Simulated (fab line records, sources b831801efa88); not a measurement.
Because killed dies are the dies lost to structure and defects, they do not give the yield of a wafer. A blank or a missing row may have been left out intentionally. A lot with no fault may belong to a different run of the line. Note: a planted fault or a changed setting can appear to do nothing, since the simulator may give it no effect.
A struck lot beside a sound one / flow sky130 / 14 out of 708 route steps
Sound: the wafers L675.2, L675.4, L675.5. The struck wafers were L664.1, L664.3, L664.6. The cause is named last.
For every step that has rows: the tool of each side, followed by ch and its chambers, followed by its first start. Under that, the readings that differ: sound wafers / struck wafers / difference of the means / sigmas: that difference in standard deviations of wafers without a fault.
alike: words and numbers the same on both sides, and readings whose means are apart by under 2 such deviations; not compared: readings that were withheld, readings missing a value for some wafer, numbers with overlapping values and no deviation given by the record, and bounds like >300 which may hide the same value.
Wherever a step has rows on one side only, a row that says differs or no value, or a row with sigmas, the two part there. Numbers that don't overlap but have no deviation are shown without sigmas and don't part them. A reading that every wafer of one side lacks parts them only if that side has two wafers or more.

SKY_METAL2_SPUTTER_00: material Ti, target thk 15 nm, time 10 s.
  sound on pvdSputter-02, day 39 12:58; struck on pvdSputter-01, day 36 10:41
  alike: throttleValvePct
SKY_METAL2_SPUTTER_01: material TiN, target thk 20 nm, time 16.7 s.
  sound on pvdSputter-02, day 39 12:59; struck on pvdSputter-01, day 36 10:42
  alike: throttleValvePct
SKY_METAL2_SPUTTER_02: material AlCu, target thk 250 nm, time 13.3 s.
  sound on pvdSputter-02, day 39 13:01; struck on pvdSputter-01, day 36 10:43
  alike: throttleValvePct
SKY_METAL2_SPUTTER_03: material Ti, target thk 5 nm, time 3.3 s.
  sound on pvdSputter-02, day 39 13:02; struck on pvdSputter-01, day 36 10:45
  alike: throttleValvePct
SKY_METAL2_SPUTTER_04: material TiN, target thk 70 nm, time 58.3 s.
  sound on pvdSputter-02, day 39 13:03; struck on pvdSputter-01, day 36 10:46
  alike: throttleValvePct
SKY_METAL2_RS_MEAS_05: uses a four-point probe to measure.
  sound on filmMetro-01, day 39 13:07; struck on filmMetro-03, day 36 10:49
  alike: METAL2_ALCU_RS
SKY_METAL2_THK_MEAS_06: measures by xrf.
  sound on filmMetro-01, day 39 13:14; struck on filmMetro-03, day 36 10:56
  alike: METAL2_ALCU_THK
then, 5 steps without rows for these wafers: SKY_METAL2_DEHYDRATE_07 (time 60 s); SKY_METAL2_HMDS_08 (prime time 60 s); SKY_METAL2_COAT_09 (resist thk 60 nm); SKY_METAL2_COAT_10 (resist thk 450 nm); SKY_METAL2_SOFTBAKE_11 (time 90 s).
SKY_METAL2_EXPOSE_12: exposes mask MM2, target cd 140 nm.
  sound on krfScanner-01 ch 0, day 40 01:40; struck on krfScanner-01, day 36 23:48
  no value came back on the struck wafers for exposureDoseMJCm2, focusOffsetNm (nm); on the sound wafers exposureDoseMJCm2 reads 27.99 27.95 27.96
  alike: mask
following that, these wafers have no rows for 1 step: SKY_METAL2_PEB_13.

== WHERE THEY PART ==
SKY_METAL2_EXPOSE_12 only, going by this record.

WHY: the cause the simulator had injected
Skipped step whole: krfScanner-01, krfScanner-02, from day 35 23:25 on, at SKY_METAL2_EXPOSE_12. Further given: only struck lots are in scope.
